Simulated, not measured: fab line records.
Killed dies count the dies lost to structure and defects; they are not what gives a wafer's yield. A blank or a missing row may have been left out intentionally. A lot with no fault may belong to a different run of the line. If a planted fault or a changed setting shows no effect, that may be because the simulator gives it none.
Which of the tools did it? | flow gf180mcu | 72 wafers from 24 lots sampled at 6 of the route's 602 steps

## WHAT THE GAUGES READ, wafer by wafer
GF_CONTACT_OVL_MEAS_15. Usual: CONTACT_OVL gives -3 nm (standard deviation 6.5).
lot  | measured     | on         | CONTACT_OVL (nm) | flag
L074 | day 16 03:41 | overlay-01 | -9 1 1           |
L075 | day 16 09:28 | overlay-01 | -10 -5 -3        |
L076 | day 16 22:13 | overlay-02 | 4 10 8           |
L077 | day 17 06:41 | overlay-02 | 2 1 -6           |
L078 | day 17 15:11 | overlay-01 | -3 -2 -10        |
L079 | day 18 03:41 | overlay-01 | 1 -11 -2         |
L080 | day 18 09:59 | overlay-01 | -4 -3 -1         |
L081 | day 19 03:35 | overlay-01 | -3 0 -9          |
L082 | day 19 08:43 | overlay-02 | -18 -11 -12      |
L083 | day 19 14:32 | overlay-01 | -6 -6 -11        |
L084 | day 20 03:10 | overlay-02 | 4 4 -7           |
L085 | day 20 10:43 | overlay-02 | 6 6 3            |
L086 | day 20 17:41 | overlay-02 | 4 7 4            |
L087 | day 20 23:58 | overlay-02 | 8 9 11           |
L088 | day 21 10:43 | overlay-01 | -6 0 -1          |
L089 | day 21 14:14 | overlay-01 | -11 -6 5         |
L090 | day 22 00:49 | overlay-01 | -9 -11 -6        |
L091 | day 22 10:49 | overlay-02 | -9 -7 -6         |
L092 | day 22 16:59 | overlay-01 | -2 -5 1          |
L093 | day 22 22:29 | overlay-02 | -13 -5 -5        |
L094 | day 23 09:59 | overlay-02 | -4 -6 -4         |
L095 | day 23 16:19 | overlay-01 | -4 -7 -10        |
L096 | day 23 23:58 | overlay-02 | -19 -12 -9       |
L097 | day 24 06:26 | overlay-01 | -3 -6 1          |

GF_M2_RS_MEAS_05: measures by four-point-probe. Usual: M2_ALCU_RS gives 0.0693 ohm/sq (standard deviation 0.00088).
lot  | measured     | on            | M2_ALCU_RS (ohm/sq)  | flag
L074 | day 18 05:10 | film-metro-02 | 0.0702 0.0695 0.0688 |
L075 | day 18 11:58 | film-metro-02 | 0.0675 0.0692 0.0680 |
L076 | day 19 01:41 | film-metro-04 | 0.0693 0.0685 0.0679 |
L077 | day 19 10:38 | film-metro-04 | 0.0695 0.0686 0.0683 |
L078 | day 19 19:10 | film-metro-04 | 0.0698 0.0708 0.0713 |
L079 | day 20 07:30 | film-metro-02 | 0.0685 0.0684 0.0695 |
L080 | day 20 15:03 | film-metro-04 | 0.0696 0.0685 0.0704 |
L081 | day 21 08:42 | film-metro-04 | 0.0695 0.0686 0.0696 |
L082 | day 21 13:07 | film-metro-02 | 0.0705 0.0695 0.0700 |
L083 | day 21 19:43 | film-metro-04 | 0.0698 0.0692 0.0696 |
L084 | day 22 09:00 | film-metro-02 | 0.0711 0.0701 0.0699 |
L085 | day 22 15:21 | film-metro-04 | 0.0681 0.0687 0.0678 |
L086 | day 22 21:20 | film-metro-02 | 0.0700 0.0712 0.0711 |
L087 | day 23 03:52 | film-metro-04 | 0.0676 0.0678 0.0675 |
L088 | day 23 14:10 | film-metro-04 | 0.0703 0.0699 0.0700 |
L089 | day 23 17:38 | film-metro-02 | 0.0679 0.0689 0.0697 |
L090 | day 24 03:04 | film-metro-02 | 0.0690 0.0703 0.0695 |
L091 | day 24 12:32 | film-metro-02 | 0.0704 0.0698 0.0691 |
L092 | day 24 19:38 | film-metro-04 | 0.0696 0.0688 0.0689 |
L093 | day 24 23:53 | film-metro-04 | 0.0692 0.0691 0.0685 |
L094 | day 25 11:09 | film-metro-04 | 0.0695 0.0685 0.0684 |
L095 | day 25 17:23 | film-metro-04 | 0.0685 0.0687 0.0679 |
L096 | day 26 01:13 | film-metro-04 | 0.0697 0.0704 0.0694 |
L097 | day 26 06:44 | film-metro-04 | 0.0688 0.0692 0.0694 |

GF_V2_THK_MEAS_03. Usual: V2_CVD_02_THK gives 851 nm (standard deviation 12).
lot  | measured     | on            | V2_CVD_02_THK (nm) | flag
L074 | day 19 05:46 | film-metro-03 | 848 860 864        |
L075 | day 19 13:13 | film-metro-02 | 853 865 874        |
L076 | day 20 02:58 | film-metro-03 | 857 842 861        |
L077 | day 20 12:07 | film-metro-02 | 844 842 859        |
L078 | day 20 20:41 | film-metro-03 | 839 846 848        |
L079 | day 21 08:20 | film-metro-02 | 847 839 855        |
L080 | day 21 16:16 | film-metro-02 | 838 856 856        |
L081 | day 22 09:08 | film-metro-03 | 836 860 841        |
L082 | day 22 14:20 | film-metro-02 | 837 846 866        |
L083 | day 22 20:22 | film-metro-02 | 842 853 840        |
L084 | day 23 09:19 | film-metro-03 | 841 833 845        |
L085 | day 23 15:35 | film-metro-02 | 850 832 850        |
L086 | day 23 21:14 | film-metro-02 | 831 836 857        |
L087 | day 24 03:34 | film-metro-02 | 864 876 872        |
L088 | day 24 13:13 | film-metro-02 | 839 829 853        |
L089 | day 24 17:04 | film-metro-03 | 838 862 847        |
L090 | day 25 02:08 | film-metro-03 | 849 852 863        |
L091 | day 25 11:37 | film-metro-02 | 849 850 872        |
L092 | day 25 18:01 | film-metro-03 | 867 858 867        |
L093 | day 25 21:57 | film-metro-03 | 851 858 862        |
L094 | day 26 09:44 | film-metro-02 | 846 826 855        |
L095 | day 26 15:52 | film-metro-03 | 844 846 858        |
L096 | day 26 22:37 | film-metro-02 | 861 855 878        |
L097 | day 27 03:34 | film-metro-02 | 858 848 859        |

GF_V2_CD_MEAS_14: the cd target is 260 nm. Usual: 260.3 nm for cd-nm, sd 1.2.
lot  | measured     | on        | cd-nm (nm)        | flag
L074 | day 20 06:29 | cd-sem-01 | 260.3 260.6 260.0 |
L075 | day 20 14:07 | cd-sem-02 | 260.9 262.2 261.3 |
L076 | day 21 03:22 | cd-sem-02 | 259.7 259.8 260.8 |
L077 | day 21 12:19 | cd-sem-01 | 260.5 259.9 261.7 |
L078 | day 21 20:33 | cd-sem-02 | 261.1 260.8 262.9 |
L079 | day 22 07:38 | cd-sem-01 | 260.2 260.6 259.2 |
L080 | day 22 16:04 | cd-sem-01 | 258.9 260.1 259.5 |
L081 | day 23 08:40 | cd-sem-02 | 259.1 260.6 259.1 |
L082 | day 23 13:06 | cd-sem-01 | 260.7 262.0 260.1 |
L083 | day 23 19:27 | cd-sem-02 | 261.4 261.1 261.7 |
L084 | day 24 08:13 | cd-sem-01 | 261.3 260.5 258.2 |
L085 | day 24 14:26 | cd-sem-02 | 260.0 259.4 259.6 |
L086 | day 24 20:05 | cd-sem-02 | 260.8 261.5 259.4 |
L087 | day 25 02:02 | cd-sem-01 | 258.2 258.5 257.4 |
L088 | day 25 11:39 | cd-sem-02 | 259.0 260.0 260.0 |
L089 | day 25 15:47 | cd-sem-01 | 259.4 260.2 261.0 |
L090 | day 25 23:49 | cd-sem-02 | 259.3 258.9 259.8 |
L091 | day 26 09:05 | cd-sem-02 | 262.7 261.4 261.5 |
L092 | day 26 15:43 | cd-sem-02 | 260.5 259.9 259.9 |
L093 | day 26 19:20 | cd-sem-01 | 259.7 260.0 260.0 |
L094 | day 27 06:11 | cd-sem-01 | 261.7 261.0 259.9 |
L095 | day 27 12:11 | cd-sem-01 | 258.8 259.1 258.3 |
L096 | day 27 18:55 | cd-sem-01 | 260.1 260.9 261.7 |
L097 | day 28 00:14 | cd-sem-01 | 261.3 262.2 262.1 |

GF_V3_CD_MEAS_14: the cd target is 260 nm. Usual: 260.1 nm for cd-nm, sd 1.3.
lot  | measured     | on        | cd-nm (nm)        | flag
L074 | day 22 09:15 | cd-sem-02 | 259.8 259.9 259.3 |
L075 | day 22 17:31 | cd-sem-01 | 257.1 258.0 259.4 |
L076 | day 23 05:07 | cd-sem-02 | 259.6 258.7 259.9 |
L077 | day 23 14:55 | cd-sem-02 | 261.0 259.7 258.5 |
L078 | day 23 23:12 | cd-sem-02 | 261.2 262.2 262.3 |
L079 | day 24 09:43 | cd-sem-01 | 261.6 261.5 262.4 |
L080 | day 24 16:31 | cd-sem-02 | 257.5 257.7 256.8 |
L081 | day 25 08:58 | cd-sem-02 | 261.4 261.6 260.7 |
L082 | day 25 12:49 | cd-sem-02 | 259.1 259.0 259.7 |
L083 | day 25 18:11 | cd-sem-01 | 260.2 260.0 260.9 |
L084 | day 26 05:41 | cd-sem-01 | 259.5 259.4 259.7 |
L085 | day 26 12:02 | cd-sem-01 | 261.4 261.7 262.0 |
L086 | day 26 17:50 | cd-sem-01 | 259.2 259.3 258.6 |
L087 | day 26 22:28 | cd-sem-01 | 260.1 261.2 260.9 |
L088 | day 27 08:22 | cd-sem-02 | 259.3 259.9 260.6 |
L089 | day 27 11:43 | cd-sem-01 | 259.7 259.5 259.7 |
L090 | day 27 19:14 | cd-sem-01 | 260.9 260.6 261.4 |
L091 | day 28 04:31 | cd-sem-01 | 259.9 260.1 259.3 |
L092 | day 28 11:04 | cd-sem-01 | 260.2 261.1 260.4 |
L093 | day 28 14:02 | cd-sem-02 | 261.1 262.3 262.0 |
L094 | day 29 00:24 | cd-sem-01 | 259.6 258.9 259.6 |
L095 | day 29 06:15 | cd-sem-02 | 261.5 261.1 261.6 |
L096 | day 29 12:35 | cd-sem-02 | 258.4 259.2 258.7 |
L097 | day 29 18:11 | cd-sem-01 | 258.6 259.2 260.9 |

## TOOL THAT RAN EACH LOT (tool first, then ch and the chambers of the sampled wafers, then the start)
lot  | GF_M2_SPUTTER_04
L074 | pvd-sputter-03, day 18 05:05
L075 | pvd-sputter-04, day 18 11:55
L076 | pvd-sputter-04, day 19 01:38
L077 | pvd-sputter-01, day 19 10:35
L078 | pvd-sputter-03, day 19 19:05
L079 | pvd-sputter-01, day 20 07:26
L080 | pvd-sputter-01, day 20 14:59
L081 | pvd-sputter-04, day 21 08:38
L082 | pvd-sputter-04, day 21 13:04
L083 | pvd-sputter-03, day 21 19:40
L084 | pvd-sputter-03, day 22 08:55
L085 | pvd-sputter-04, day 22 15:19
L086 | pvd-sputter-03, day 22 21:17
L087 | pvd-sputter-01, day 23 03:47
L088 | pvd-sputter-01, day 23 14:07
L089 | pvd-sputter-04, day 23 17:34
L090 | pvd-sputter-01, day 24 03:02
L091 | pvd-sputter-03, day 24 12:29
L092 | pvd-sputter-04, day 24 19:34
L093 | pvd-sputter-01, day 24 23:49
L094 | pvd-sputter-03, day 25 11:05
L095 | pvd-sputter-04, day 25 17:19
L096 | pvd-sputter-04, day 26 01:09
L097 | pvd-sputter-04, day 26 06:41
- GF_M2_SPUTTER_04: material TiN, target thk 50 nm, time 41.7 s.

## AS READ BY THE TOOLS THEMSELVES (means over the sampled wafers that have a number; for cases with no such wafer, the mark the record gives instead)
GF_M2_SPUTTER_04. Usual: 30.2 % for throttle-valve-pct, sd 0.76.
lot  | tool           | throttle-valve-pct (%) | flag
L074 | pvd-sputter-03 | 30.4                   |
L075 | pvd-sputter-04 | 29.6                   |
L076 | pvd-sputter-04 | 30.3                   |
L077 | pvd-sputter-01 | 28.9                   |
L078 | pvd-sputter-03 | 30.3                   |
L079 | pvd-sputter-01 | 30.4                   |
L080 | pvd-sputter-01 | 30.2                   |
L081 | pvd-sputter-04 | 30.0                   |
L082 | pvd-sputter-04 | 30.5                   |
L083 | pvd-sputter-03 | 30.3                   |
L084 | pvd-sputter-03 | 30.6                   |
L085 | pvd-sputter-04 | 30.1                   |
L086 | pvd-sputter-03 | 30.4                   |
L087 | pvd-sputter-01 | 29.8                   |
L088 | pvd-sputter-01 | 29.8                   |
L089 | pvd-sputter-04 | 30.6                   |
L090 | pvd-sputter-01 | 30.3                   |
L091 | pvd-sputter-03 | 30.3                   |
L092 | pvd-sputter-04 | 30.2                   |
L093 | pvd-sputter-01 | 30.5                   |
L094 | pvd-sputter-03 | 30.4                   |
L095 | pvd-sputter-04 | 30.1                   |
L096 | pvd-sputter-04 | 30.1                   |
L097 | pvd-sputter-04 | 30.6                   |

## THE ANSWER, worked out from the rows above alone
Rule: a lot counts as off when the mean over its wafers that have a number is more than 3 standard deviations away from the usual mean. A lot without any number at a reading at which 4 lots or more have one is off too. Where the step has rows for the other lots, those lots are counted as sound. First the gauges in route order, then the tools' own readings, where a lot's mean is used as printed above. At the first step where some lot is off, the reading lying furthest off is the one used; lots without a number count as furthest.
No lot is off on any of the readings shown, so nothing can be concluded from this.

## WHAT THE SIMULATOR PUT IN
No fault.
